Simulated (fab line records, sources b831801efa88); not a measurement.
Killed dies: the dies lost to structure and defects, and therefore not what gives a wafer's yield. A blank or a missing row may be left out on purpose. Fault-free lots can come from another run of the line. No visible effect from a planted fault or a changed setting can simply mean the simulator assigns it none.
The tool behind it: which one? | flow gf180mcu | 24 lots with 72 wafers sampled at 6 steps, on a route of 602 steps

WHAT THE GAUGES READ, wafer by wafer
GF_M4_RS_MEAS_05: uses a four-point probe to measure. Usual: M4_ALCU_RS typically reads 0.0694 ohm/sq, with standard deviation 0.00082.
lot  | measured     | on            | M4_ALCU_RS (ohm/sq)  | flag
L074 | day 22 11:01 | film metro-02 | 0.0696 0.0698 0.0706 |
L075 | day 22 22:10 | film metro-02 | 0.0694 0.0701 0.0691 |
L076 | day 23 06:31 | film metro-04 | 0.0684 0.0686 0.0679 |
L078 | day 23 21:34 | film metro-04 | 0.0687 0.0677 0.0691 |
L077 | day 23 23:10 | film metro-01 | 0.0701 0.0694 0.0706 |
L079 | day 24 00:18 | film metro-04 | 0.0715 0.0699 0.0702 |
L080 | day 24 15:44 | film metro-01 | 0.0690 0.0700 0.0690 |
L081 | day 24 21:29 | film metro-02 | 0.0696 0.0689 0.0701 |
L082 | day 25 09:29 | film metro-01 | 0.0694 0.0695 0.0699 |
L083 | day 25 16:41 | film metro-04 | 0.0693 0.0687 0.0694 |
L084 | day 25 21:58 | film metro-01 | 0.0691 0.0694 0.0688 |
L085 | day 26 11:21 | film metro-01 | 0.0685 0.0688 0.0686 |
L086 | day 26 17:16 | film metro-02 | 0.0693 0.0699 0.0700 |
L087 | day 27 07:35 | film metro-01 | 0.0685 0.0686 0.0676 |
L088 | day 27 10:54 | film metro-02 | 0.0699 0.0695 0.0692 |
L089 | day 27 14:07 | film metro-02 | 0.0705 0.0707 0.0701 |
L090 | day 27 21:05 | film metro-02 | 0.0693 0.0697 0.0697 |
L091 | day 28 02:11 | film metro-04 | 0.0694 0.0698 0.0700 |
L092 | day 28 09:02 | film metro-01 | 0.0682 0.0688 0.0689 |
L093 | day 28 14:24 | film metro-04 | 0.0698 0.0689 0.0700 |
L094 | day 28 22:49 | film metro-01 | 0.0706 0.0701 0.0705 |
L095 | day 29 07:50 | film metro-02 | 0.0692 0.0673 0.0685 |
L096 | day 29 14:18 | film metro-01 | 0.0685 0.0690 0.0687 |
L097 | day 29 21:53 | film metro-01 | 0.0701 0.0700 0.0709 |

GF_PASSIVATION_THK_MEAS_03. Usual: PASSIVATION_CVD_02_THK typically reads 699 nm, with standard deviation 9.
lot  | measured     | on            | PASSIVATION_CVD_02_THK (nm) | flag
L074 | day 28 01:46 | film metro-02 | 681 701 701                 |
L075 | day 28 13:18 | film metro-03 | 704 696 700                 |
L076 | day 28 18:58 | film metro-02 | 684 695 696                 |
L078 | day 29 08:06 | film metro-04 | 705 695 715                 |
L077 | day 29 11:37 | film metro-02 | 701 691 707                 |
L079 | day 29 11:55 | film metro-04 | 698 699 695                 |
L080 | day 30 00:46 | film metro-03 | 686 693 698                 |
L081 | day 30 06:04 | film metro-02 | 699 710 708                 |
L082 | day 30 17:14 | film metro-03 | 682 694 718                 |
L083 | day 30 23:00 | film metro-02 | 692 701 697                 |
L084 | day 31 03:31 | film metro-02 | 700 691 707                 |
L085 | day 31 13:35 | film metro-03 | 696 701 708                 |
L086 | day 31 19:31 | film metro-04 | 702 717 714                 |
L087 | day 32 07:48 | film metro-02 | 685 688 699                 |
L088 | day 32 10:01 | film metro-03 | 691 708 699                 |
L089 | day 32 12:52 | film metro-02 | 684 691 696                 |
L090 | day 32 16:49 | film metro-03 | 691 698 704                 |
L091 | day 32 22:56 | film metro-02 | 687 697 704                 |
L092 | day 33 09:23 | film metro-04 | 687 690 703                 |
L093 | day 33 10:15 | film metro-03 | 684 703 698                 |
L094 | day 33 13:53 | film metro-04 | 694 688 696                 |
L095 | day 34 00:00 | film metro-03 | 691 691 701                 |
L096 | day 34 05:04 | film metro-02 | 683 698 708                 |
L097 | day 34 11:55 | film metro-02 | 698 703 703                 |

WHICH TOOL RAN EACH LOT (tool, then ch and the chambers of the sampled wafers, then the start)
lot  | GF_V2_CVD_02                    | GF_V2_ETCH_16                      | GF_V3_CMP_26                  | GF_MIM_STRIP_20
L074 | pecvd-02 ch 0,2, day 19 06:13   | rie diel-04 ch 1,3, day 20 07:01   | cmp-02 ch 2,3, day 22 10:28   | plasma asher-01 ch 0,1, day 25 08:02
L075 | pecvd-01 ch 0,2, day 19 16:56   | rie diel-01 ch 2,3, day 20 18:22   | cmp-01 ch 0,1,3, day 22 21:40 | plasma asher-01 ch 0,1, day 25 19:35
L076 | pecvd-02 ch 1,2, day 20 02:18   | rie diel-03 ch 0,1,2, day 21 03:07 | cmp-01 ch 0,2, day 23 06:00   | plasma asher-03 ch 0,1, day 26 02:26
L078 | pecvd-01 ch 1,2, day 20 18:10   | rie diel-04 ch 1,3, day 21 18:30   | cmp-02 ch 0,1,3, day 23 21:05 | plasma asher-01 ch 0,1, day 26 15:56
L077 | pecvd-04 ch 0,1, day 20 20:40   | rie diel-01 ch 0,2,3, day 21 20:52 | cmp-01 ch 1,2,3, day 23 22:44 | plasma asher-03 ch 0,1, day 26 18:21
L079 | pecvd-04 ch 0,1,2, day 20 22:16 | rie diel-04 ch 0,1, day 21 21:54   | cmp-01 ch 0,1,3, day 23 23:44 | plasma asher-01 ch 0,1, day 26 18:53
L080 | pecvd-01 ch 1,2, day 21 13:11   | rie diel-01 ch 1,2, day 22 13:25   | cmp-02 ch 0,3, day 24 15:13   | plasma asher-01 ch 0,1, day 27 09:37
L081 | pecvd-02 ch 1,2, day 21 19:56   | rie diel-04 ch 0,1,3, day 22 19:58 | cmp-02 ch 0,1,3, day 24 20:57 | plasma asher-01 ch 0,1, day 27 15:35
L082 | pecvd-02 ch 1,2, day 22 09:28   | rie diel-03 ch 1,2, day 23 08:40   | cmp-01 ch 1,2, day 25 08:57   | plasma asher-02 ch 0,1, day 28 02:32
L083 | pecvd-02 ch 0,1,2, day 22 16:10 | rie diel-01 ch 0,1, day 23 15:42   | cmp-02 ch 0,1, day 25 16:07   | plasma asher-03 ch 0,1, day 28 09:20
L084 | pecvd-04 ch 0,1, day 22 22:49   | rie diel-01 ch 0,3, day 23 21:54   | cmp-02 ch 0,2,3, day 25 21:32 | plasma asher-01 ch 0,1, day 28 14:33
L085 | pecvd-02 ch 0,1,2, day 23 13:06 | rie diel-03 ch 1,2, day 24 11:53   | cmp-02 ch 2,3, day 26 10:50   | plasma asher-01 ch 0,1, day 29 02:23
L086 | pecvd-01 ch 0,1,2, day 23 19:43 | rie diel-01 ch 1,2, day 24 18:51   | cmp-02 ch 0,1, day 26 16:43   | plasma asher-01 ch 0,1, day 29 07:48
L087 | pecvd-04 ch 1,2, day 24 11:29   | rie diel-04 ch 1,2,3, day 25 09:19 | cmp-02 ch 1,2, day 27 07:04   | plasma asher-03 ch 0,1, day 29 21:20
L088 | pecvd-01 ch 0,1,2, day 24 12:35 | rie diel-04 ch 1,3, day 25 11:24   | cmp-02 ch 0,2,3, day 27 10:25 | plasma asher-03 ch 1, day 30 00:23
L089 | pecvd-02 ch 0,2, day 24 18:53   | rie diel-04 ch 2,3, day 25 16:31   | cmp-02 ch 0,1,2, day 27 13:35 | plasma asher-02 ch 0,1, day 30 03:42
L090 | pecvd-01 ch 1,2, day 25 00:07   | rie diel-04 ch 2,3, day 25 22:16   | cmp-01 ch 0,1,3, day 27 20:35 | plasma asher-02 ch 0,1, day 30 09:26
L091 | pecvd-01 ch 0,1,2, day 25 06:55 | rie diel-03 ch 0,1,3, day 26 05:00 | cmp-01 ch 0,1,2, day 28 01:40 | plasma asher-02 ch 0,1, day 30 14:48
L092 | pecvd-01 ch 1,2, day 25 14:44   | rie diel-03 ch 1,2,3, day 26 11:51 | cmp-01 ch 0,1,2, day 28 08:36 | plasma asher-01 ch 0, day 30 20:14
L093 | pecvd-04 ch 1,2, day 25 19:42   | rie diel-01 ch 0,3, day 26 17:32   | cmp-01 ch 2,3, day 28 13:55   | plasma asher-01 ch 0,1, day 31 02:30
L094 | pecvd-04 ch 0,2, day 26 05:28   | rie diel-01 ch 2,3, day 27 02:15   | cmp-02 ch 2,3, day 28 22:17   | plasma asher-01 ch 0,1, day 31 08:48
L095 | pecvd-04 ch 1,2, day 26 14:41   | rie diel-03 ch 0,1,3, day 27 11:58 | cmp-02 ch 0,1,2, day 29 07:22 | plasma asher-03 ch 0,1, day 31 17:36
L096 | pecvd-04 ch 1,2, day 26 22:34   | rie diel-01 ch 0,1,3, day 27 19:08 | cmp-02 ch 1,2,3, day 29 13:46 | plasma asher-01 ch 0,1, day 31 23:30
L097 | pecvd-04 ch 0,1,2, day 27 07:21 | rie diel-04 ch 0,1, day 28 04:11   | cmp-01 ch 1,2,3, day 29 21:20 | plasma asher-03 ch 0,1, day 32 07:45
- GF_V2_CVD_02: deposits SiO2 from TEOS, target thk 850 nm, time 94.851 s.
- GF_V2_ETCH_16: etches BARC in N2/H2.
- GF_V3_CMP_26: polishes, stops on SiO2, t overpolish 15 s, target thk 0 nm.
- GF_MIM_STRIP_20: strips in O2/N2.

AS READ BY THE TOOLS THEMSELVES (means over the sampled wafers that have a number; for cases with no such wafer, the mark the record gives instead)
GF_V2_CVD_02. Usual: heater power outer w 399 W, standard deviation 70; heater power w 662 W, standard deviation 89.
lot  | tool     | heater power outer w (W) | heater power w (W) | flag
L074 | pecvd-02 | 341                      | 571                |
L075 | pecvd-01 | 363                      | 614                |
L076 | pecvd-02 | 365                      | 598                |
L078 | pecvd-01 | 343                      | 586                |
L077 | pecvd-04 | 427                      | 690                |
L079 | pecvd-04 | 499                      | 781                |
L080 | pecvd-01 | 375                      | 629                |
L081 | pecvd-02 | 351                      | 604                |
L082 | pecvd-02 | 336                      | 586                |
L083 | pecvd-02 | 381                      | 626                |
L084 | pecvd-04 | 456                      | 709                |
L085 | pecvd-02 | 382                      | 630                |
L086 | pecvd-01 | 372                      | 630                |
L087 | pecvd-04 | 433                      | 715                |
L088 | pecvd-01 | 338                      | 607                |
L089 | pecvd-02 | 406                      | 649                |
L090 | pecvd-01 | 326                      | 557                |
L091 | pecvd-01 | 372                      | 653                |
L092 | pecvd-01 | 337                      | 585                |
L093 | pecvd-04 | 493                      | 780                |
L094 | pecvd-04 | 458                      | 747                |
L095 | pecvd-04 | 445                      | 720                |
L096 | pecvd-04 | 481                      | 773                |
L097 | pecvd-04 | 486                      | 757                |

GF_V2_ETCH_16. Usual: drypump motor current A 5.61 A, standard deviation 0.27; oes product au 0.855 a.u., standard deviation 0.0049; throttle valve pct 13.225 %, standard deviation 0.0088.
lot  | tool        | drypump motor current A (A) | oes product au (a.u.) | throttle valve pct (%) | flag
L074 | rie diel-04 | 5.60                        | 0.858                 | 13.224                 |
L075 | rie diel-01 | 5.49                        | 0.854                 | 13.217                 |
L076 | rie diel-03 | 5.71                        | 0.856                 | 13.224                 |
L078 | rie diel-04 | 5.60                        | 0.854                 | 13.225                 |
L077 | rie diel-01 | 5.52                        | 0.857                 | 13.223                 |
L079 | rie diel-04 | 5.81                        | 0.856                 | 13.230                 |
L080 | rie diel-01 | 5.41                        | 0.851                 | 13.222                 |
L081 | rie diel-04 | 5.83                        | 0.853                 | 13.218                 |
L082 | rie diel-03 | 5.54                        | 0.855                 | 13.236                 |
L083 | rie diel-01 | 5.47                        | 0.858                 | 13.224                 |
L084 | rie diel-01 | 5.46                        | 0.866                 | 13.226                 |
L085 | rie diel-03 | 5.64                        | 0.857                 | 13.218                 |
L086 | rie diel-01 | 5.47                        | 0.852                 | 13.229                 |
L087 | rie diel-04 | 5.47                        | 0.857                 | 13.217                 |
L088 | rie diel-04 | 5.60                        | 0.860                 | 13.220                 |
L089 | rie diel-04 | 5.47                        | 0.855                 | 13.229                 |
L090 | rie diel-04 | 5.47                        | 0.855                 | 13.228                 |
L091 | rie diel-03 | 5.76                        | 0.853                 | 13.221                 |
L092 | rie diel-03 | 5.70                        | 0.860                 | 13.223                 |
L093 | rie diel-01 | 5.59                        | 0.853                 | 13.225                 |
L094 | rie diel-01 | 5.48                        | 0.854                 | 13.228                 |
L095 | rie diel-03 | 5.74                        | 0.856                 | 13.232                 |
L096 | rie diel-01 | 5.47                        | 0.856                 | 13.218                 |
L097 | rie diel-04 | 5.80                        | 0.853                 | 13.227                 |

GF_V3_CMP_26. Usual: motor current A 11.2 A, standard deviation 1.1; overpolish run s 15.000 s, standard deviation 0.0081; time to endpoint s 84 s, standard deviation 3.2.
lot  | tool   | motor current A (A) | overpolish run s (s) | time to endpoint s (s) | flag
L074 | cmp-02 | 11.9                | 15.003               | 88                     |
L075 | cmp-01 | 11.7                | 15.000               | 87                     |
L076 | cmp-01 | 11.0                | 15.000               | 84                     |
L078 | cmp-02 | 10.4                | 15.000               | 80                     |
L077 | cmp-01 | 10.8                | 15.006               | 84                     |
L079 | cmp-01 | 11.6                | 15.000               | 84                     |
L080 | cmp-02 | 10.5                | 14.990               | 79                     |
L081 | cmp-02 | 10.8                | 15.004               | 86                     |
L082 | cmp-01 | 11.5                | 14.999               | 88                     |
L083 | cmp-02 | 10.0                | 15.002               | 79                     |
L084 | cmp-02 | 11.8                | 15.004               | 85                     |
L085 | cmp-02 | 12.3                | 15.005               | 84                     |
L086 | cmp-02 | 10.2                | 15.004               | 83                     |
L087 | cmp-02 | 11.5                | 15.009               | 85                     |
L088 | cmp-02 | 11.4                | 14.995               | 83                     |
L089 | cmp-02 | 10.7                | 14.999               | 87                     |
L090 | cmp-01 | 11.6                | 14.998               | 84                     |
L091 | cmp-01 | 11.5                | 14.996               | 88                     |
L092 | cmp-01 | 11.8                | 15.002               | 83                     |
L093 | cmp-01 | 10.5                | 15.004               | 84                     |
L094 | cmp-02 | 12.3                | 14.999               | 86                     |
L095 | cmp-02 | 10.5                | 14.996               | 87                     |
L096 | cmp-02 | 11.3                | 15.008               | 86                     |
L097 | cmp-01 | 11.0                | 14.996               | 84                     |

GF_MIM_STRIP_20. Usual: drypump motor current A 5.4 A, standard deviation 0.37; heater power w 340 W, standard deviation 19; o2 flow sccm 2999 sccm, standard deviation 8.7; oes product au 0.692 a.u., standard deviation 0.0049; platen temp c 249.99 C, standard deviation 0.17; strip time to endpoint s 11.23 s, standard deviation 0.044.
lot  | tool            | drypump motor current A (A) | heater power w (W) | o2 flow sccm (sccm) | oes product au (a.u.) | platen temp c (C) | strip time to endpoint s (s) | flag
L074 | plasma asher-01 | 5.2                         | 342                | 3004                | 0.692                 | 250.00            | 11.25                        |
L075 | plasma asher-01 | 5.1                         | 357                | 3003                | 0.687                 | 250.08            | 11.20                        |
L076 | plasma asher-03 | 5.7                         | 338                | 2993                | 0.693                 | 250.00            | 11.22                        |
L078 | plasma asher-01 | 5.2                         | 348                | 3001                | 0.693                 | 250.14            | 11.25                        |
L077 | plasma asher-03 | 5.7                         | 337                | 2999                | 0.690                 | 249.86            | 11.24                        |
L079 | plasma asher-01 | 5.1                         | 358                | 2999                | 0.692                 | 250.02            | 11.17                        |
L080 | plasma asher-01 | 5.1                         | 356                | 3007                | 0.694                 | 249.88            | 11.27                        |
L081 | plasma asher-01 | 5.1                         | 358                | 2996                | 0.697                 | 250.08            | 11.29                        |
L082 | plasma asher-02 | 5.6                         | 318                | 3001                | 0.691                 | 250.00            | 11.26                        |
L083 | plasma asher-03 | 5.9                         | 325                | 3002                | 0.693                 | 249.93            | 11.29                        |
L084 | plasma asher-01 | 5.2                         | 348                | 3003                | 0.694                 | 250.09            | 11.29                        |
L085 | plasma asher-01 | 5.1                         | 359                | 3000                | 0.692                 | 250.17            | 11.22                        |
L086 | plasma asher-01 | 5.2                         | 342                | 2995                | 0.693                 | 250.01            | 11.23                        |
L087 | plasma asher-03 | 5.9                         | 333                | 2994                | 0.692                 | 249.83            | 11.21                        |
L088 | plasma asher-03 | 5.5                         | 347                | 2992                | 0.702                 | 249.78            | 11.29                        |
L089 | plasma asher-02 | 5.6                         | 314                | 2990                | 0.694                 | 250.06            | 11.24                        |
L090 | plasma asher-02 | 5.6                         | 317                | 2995                | 0.690                 | 249.93            | 11.19                        |
L091 | plasma asher-02 | 5.8                         | 318                | 2992                | 0.692                 | 249.92            | 11.19                        |
L092 | plasma asher-01 | 5.2                         | 331                | 3003                | 0.694                 | 250.21            | 11.24                        |
L093 | plasma asher-01 | 5.2                         | 347                | 2997                | 0.692                 | 249.98            | 11.18                        |
L094 | plasma asher-01 | 5.2                         | 344                | 2991                | 0.694                 | 250.03            | 11.24                        |
L095 | plasma asher-03 | 5.9                         | 325                | 3009                | 0.692                 | 250.20            | 11.16                        |
L096 | plasma asher-01 | 5.2                         | 342                | 2999                | 0.695                 | 250.17            | 11.24                        |
L097 | plasma asher-03 | 5.7                         | 339                | 2994                | 0.686                 | 250.03            | 11.19                        |

THE ANSWER, worked out from the rows above alone
Rule: a lot counts as off when the mean over its wafers that have a number is more than 3 standard deviations away from the usual mean. A lot without any number at a reading at which 4 lots or more have one is off too. The other lots that the step has rows for count as sound. First the gauges in route order, then the tools' own readings, where a lot's mean is used as printed above. The first step at which some lot is off is used, and at that step the reading that is off furthest; a lot without a number counts as furthest.
Nothing can be told from this: no lot is off at any reading shown.

WHAT THE SIMULATOR HAD PUT IN
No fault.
